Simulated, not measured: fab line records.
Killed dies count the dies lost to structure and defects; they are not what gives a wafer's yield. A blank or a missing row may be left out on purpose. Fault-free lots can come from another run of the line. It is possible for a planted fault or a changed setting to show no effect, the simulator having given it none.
fab line records -- flow sky130
[record] lots = 6, wafers = 18, last-day = 50
route steps=708 shown VT_ADJUST_HVTR@135 VT_ADJUST_PCH@143
lots untouched by any fault: they come from a run of this same line in which no faults occurred
start-h: the number of hours between the record's first day and the start of the first shown wafer of the lot -- wait-h: hours from the lot's prior step to this one -- " unchanged from the row above -- L1.1+2: several wafers, shown together as one row -- - value missing, or start not given -- * or withheld: withheld -- < > ~ a bound
route shown NAME@n: names a module that has steps shown in the file, with the first one's number in the route -- usual: mean/standard deviation of fault-free wafers -- same: alike in all rows -- chamber/n: place in a boat -- sites: per-site readings -- _std_site: how widely they spread, as a standard deviation -- _edge_site: the outer-site mean with the inner-site mean subtracted -- radius-mm: how far each site lies from the wafer's centre -- mask NAME#n: copy n -- behind: tool/chamber where the wafer was last shaped -- hold: why the lot went on hold/how many hours it stayed there/how the hold came to an end -- device: the transistor (n, p or np) that didn't switch -- end of line: the tests these same wafers got at the end of their route -- a step without rows: its recipe alone -- killed: the dies lost at the first sort to structure and to defects; this is not the yield of the wafer -- map: per-die view of a wafer (x killed, . not killed, _ where there is no die)
set.NAME: the setting the step ran with; set.NAME@STEP: the setting that earlier step ran with -- model.NAME: the simulator's own value behind a step, which no gauge read
a table for each step, a row for each wafer; lots at some steps of the route
services: when a tool's chamber went out of use (start-h, in hours from the record's first day, below 0 if earlier), for how many hours, and the reason
[[steps]]
[step SKY_VT_ADJUST_HVTR_EXPOSE_04]
[recipe] mask-id = HVTRM, target-cd-nm = 380, na = 0.6, source-shape = conventional, sigma-outer = 0.6, dose-mj = 150
[step SKY_VT_ADJUST_HVTR_PEB_05]
[recipe] temp-c = withheld, time-s = *, resist = NOVOLAK
[step SKY_VT_ADJUST_HVTR_DEVELOP_06]
[recipe] develop-time-s = 59.11, dev-temp-c = 23
[step SKY_VT_ADJUST_HVTR_CD_MEAS_07]
[recipe] target-cd-nm = 380
[usual] cd-nm = 379.3/2.5
lot.wafer,tool,chamber,start-h,wait-h,cd-nm
L421.1,cd-sem-02,-,212.23,0.1,383.7
L421.2,cd-sem-02,-,212.23,0.1,382.5
L421.4,cd-sem-02,-,212.23,0.1,384.4
L429.2,cd-sem-02,-,269.97,0.1,381.0
L429.3,cd-sem-02,-,269.97,0.1,381.4
L429.5,cd-sem-02,-,269.97,0.1,380.0
L437.2,cd-sem-02,-,332.94,0.1,379.3
L437.3,cd-sem-02,-,332.94,0.1,381.8
L437.4,cd-sem-02,-,332.94,0.1,377.2
L438.2,cd-sem-01,-,340.20,0.1,380.2
L438.4,cd-sem-01,-,340.20,0.1,379.8
L438.6,cd-sem-01,-,340.20,0.1,380.1
L442.3,cd-sem-01,-,369.61,0.1,378.5
L442.4,cd-sem-01,-,369.61,0.1,377.2
L442.6,cd-sem-01,-,369.61,0.1,375.7
L443.1,cd-sem-02,-,374.90,0.1,380.6
L443.4,cd-sem-02,-,374.90,0.1,381.4
L443.5,cd-sem-02,-,374.90,0.1,380.2
[step SKY_VT_ADJUST_HVTR_OVL_MEAS_08]
[usual] VT_ADJUST_HVTR_OVL = 0.6/1.6
lot.wafer,tool,chamber,start-h,wait-h,VT_ADJUST_HVTR_OVL[nm]
L421.1,overlay-02,-,212.35,0.1,0.4
L421.2,overlay-02,-,212.35,0.1,0.1
L421.4,overlay-02,-,212.35,0.1,0.5
L429.2,overlay-01,-,270.08,0.1,1.1
L429.3,overlay-01,-,270.08,0.1,3.8
L429.5,overlay-01,-,270.08,0.1,2.2
L437.2,overlay-01,-,333.05,0.1,1.4
L437.3,overlay-01,-,333.05,0.1,-0.3
L437.4,overlay-01,-,333.05,0.1,0.3
L438.2,overlay-02,-,340.31,0.1,-1.1
L438.4,overlay-02,-,340.31,0.1,0.7
L438.6,overlay-02,-,340.31,0.1,-1.4
L442.3,overlay-02,-,369.71,0.1,0.2
L442.4,overlay-02,-,369.71,0.1,0.4
L442.6,overlay-02,-,369.71,0.1,1.0
L443.1,overlay-02,-,375.02,0.1,1.0
L443.4,overlay-02,-,375.02,0.1,-0.3
L443.5,overlay-02,-,375.02,0.1,0.2
[step SKY_VT_ADJUST_HVTR_IMPLANT_09]
[recipe] species = B, energy-kev = 10, dose-cm2 = 2.1e+12, tilt-deg = withheld
[step SKY_VT_ADJUST_HVTR_STRIP_10]
[recipe] chemistry = O2/N2, power-w = 1400, pressure-mtorr = 1500, platen-temp-c = withheld, o2-flow-sccm = 3000, n2-flow-sccm = 300, overash-fraction = 0.5
[usual] drypump-motor-current-A = 5.7/0.37, n2-flow-sccm = 300.2/0.93, oes-product-au = 0.715/0.0045, strip-time-to-endpoint-s = 14.19/0.043
lot.wafer,tool,chamber,start-h,wait-h,drypump-motor-current-A,n2-flow-sccm,oes-product-au,rf-hours-counter-h,strip-time-to-endpoint-s
L421.1,plasma-asher-02,1,212.54,0.1,5.4,300.2,0.716,52,14.24
L421.2,plasma-asher-02,0,212.54,0.1,5.3,300.7,0.721,52,14.17
L421.4,plasma-asher-02,0,212.54,0.1,5.3,300.7,0.718,-,14.21
L429.2,plasma-asher-02,1,270.26,0.1,5.4,300.5,0.716,58,14.20
L429.3,plasma-asher-02,0,270.26,0.1,5.3,300.5,0.720,-,14.18
L429.5,plasma-asher-02,0,270.26,0.1,5.3,298.9,0.708,-,14.19
L437.2,plasma-asher-01,0,333.23,0.1,5.4,300.6,0.718,54,14.21
L437.3,plasma-asher-01,1,333.23,0.1,6.3,300.3,0.708,-,14.19
L437.4,plasma-asher-01,0,333.23,0.1,5.5,301.0,0.708,-,14.22
L438.2,plasma-asher-01,0,340.49,0.1,5.4,298.8,0.716,55,14.19
L438.4,plasma-asher-01,0,340.49,0.1,5.5,299.4,0.723,-,14.12
L438.6,plasma-asher-01,0,340.49,0.1,5.4,301.0,0.715,-,14.11
L442.3,plasma-asher-01,0,369.92,0.1,5.4,300.4,0.714,-,14.19
L442.4,plasma-asher-01,1,369.92,0.1,6.3,300.3,0.724,-,14.26
L442.6,plasma-asher-01,0,369.92,0.1,5.5,299.7,0.720,-,14.19
L443.1,plasma-asher-01,1,375.21,0.1,6.3,301.0,0.719,58,14.22
L443.4,plasma-asher-01,1,375.21,0.1,6.2,301.1,0.717,-,14.21
L443.5,plasma-asher-01,1,375.21,0.1,6.3,300.0,0.719,-,14.17
[step SKY_VT_ADJUST_HVTR_TW_MEAS_11]
[usual] VT_ADJUST_HVTR_TW = 209.8/1.5
lot.wafer,tool,chamber,start-h,wait-h,VT_ADJUST_HVTR_TW
L421.1,film-metro-04,-,212.64,0.1,210.6
L421.2,film-metro-04,-,212.64,0.1,209.8
L421.4,film-metro-04,-,212.64,0.1,209.4
L429.2,film-metro-04,-,270.37,0.1,208.8
L429.3,film-metro-04,-,270.37,0.1,210.5
L429.5,film-metro-04,-,270.37,0.1,209.5
L437.2,film-metro-02,-,333.34,0.1,208.8
L437.3,film-metro-02,-,333.34,0.1,209.0
L437.4,film-metro-02,-,333.34,0.1,209.2
L438.2,film-metro-04,-,340.60,0.1,211.6
L438.4,film-metro-04,-,340.60,0.1,210.5
L438.6,film-metro-04,-,340.60,0.1,210.8
L442.3,film-metro-03,-,370.01,0.1,207.4
L442.4,film-metro-03,-,370.01,0.1,207.8
L442.6,film-metro-03,-,370.01,0.1,207.4
L443.1,film-metro-03,-,375.31,0.1,207.9
L443.4,film-metro-03,-,375.31,0.1,208.1
L443.5,film-metro-03,-,375.31,0.1,207.6
[step SKY_VT_ADJUST_PCH_DEHYDRATE_00]
[recipe] temp-c = 200, time-s = 60
[step SKY_VT_ADJUST_PCH_HMDS_01]
[recipe] prime-time-s = 60, prime-temp-c = 120
[step SKY_VT_ADJUST_PCH_COAT_02]
[recipe] spin-rpm = 2000, resist-thk-nm = 3000
[step SKY_VT_ADJUST_PCH_SOFTBAKE_03]
[recipe] temp-c = 110, time-s = withheld
[step SKY_VT_ADJUST_PCH_EXPOSE_04]
[recipe] mask-id = NWM, na = 0.6, source-shape = conventional, sigma-outer = 0.6, polarization = unpolarized, target-cd-nm = 840, dose-mj = 255
[usual] exposure-dose-mJ-cm2 = 254.98/0.24, focus-offset-nm = 0.1/0.47
lot.wafer,tool,chamber,start-h,wait-h,mask,exposure-dose-mJ-cm2,focus-offset-nm
L421.1,iline-stepper-01,0,223.97,-,NWM#0,254.88,0.0
L421.2,iline-stepper-01,0,223.97,-,NWM#0,255.28,-0.1
L421.4,iline-stepper-01,0,223.97,-,NWM#0,254.86,0.1
L429.2,iline-stepper-01,0,282.91,-,NWM#0,255.29,-0.2
L429.3,iline-stepper-01,0,282.91,-,NWM#0,254.99,0.2
L429.5,iline-stepper-01,0,282.91,-,NWM#0,255.12,-0.2
L437.2,iline-stepper-01,-,346.27,-,NWM#0,-,-
L437.3,iline-stepper-01,-,346.27,-,NWM#0,-,-
L437.4,iline-stepper-01,-,346.27,-,NWM#0,-,-
L438.2,iline-stepper-01,-,354.92,-,NWM#0,-,-
L438.4,iline-stepper-01,-,354.92,-,NWM#0,-,-
L438.6,iline-stepper-01,-,354.92,-,NWM#0,-,-
L442.3,iline-stepper-02,0,385.13,-,NWM#0,254.91,0.3
L442.4,iline-stepper-02,0,385.13,-,NWM#0,254.97,0.8
L442.6,iline-stepper-02,0,385.13,-,NWM#0,255.19,0.1
L443.1,iline-stepper-01,0,389.50,-,NWM#0,255.36,-0.1
L443.4,iline-stepper-01,0,389.50,-,NWM#0,255.11,-0.2
L443.5,iline-stepper-01,0,389.50,-,NWM#0,254.55,0.3
[step SKY_VT_ADJUST_PCH_PEB_05]
[recipe] temp-c = 115, time-s = withheld
[[services]]
tool,chamber,start-h,hours,kind
iline-stepper-02,-,223.16,4.4,pm
plasma-asher-01,-,248.62,2.9,repair
iline-stepper-01,0,271.56,-,calibration
iline-stepper-02,0,283.93,-,calibration
iline-stepper-02,-,311.94,1.7,pm
iline-stepper-01,-,343.68,1.7,pm
[[key]]
[first-sign] step = SKY_VT_ADJUST_PCH_EXPOSE_04, reading = tool-record, direction = missing
effect none on later readings
met-at SKY_VT_ADJUST_PCH_EXPOSE_04
struck-wafers L437.2,L437.3,L437.4,L438.2,L438.4,L438.6
sort-left-out L437.2,L437.3,L437.4,L438.2,L438.4,L438.6
tester-left-out L437,L438
onset-between 282.91 346.27
[fault] kind = skipped-step-whole, tool = iline-stepper-01, chamber = -, onset-h = 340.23, steps = SKY_VT_ADJUST_PCH_EXPOSE_04, scope = struck-lots-only
// tester-left-out: of these lots the tester's yield and bins aren't shown, on N5 and GAA mostly nor the transistor test; their killed dies are dies lost to structure and defects alone, not to doping, threshold or leakage, so they don't give the yield
// sort-left-out: the simulated sort isn't trusted on such a fault, so these wafers' sort isn't shown, and their yield isn't known
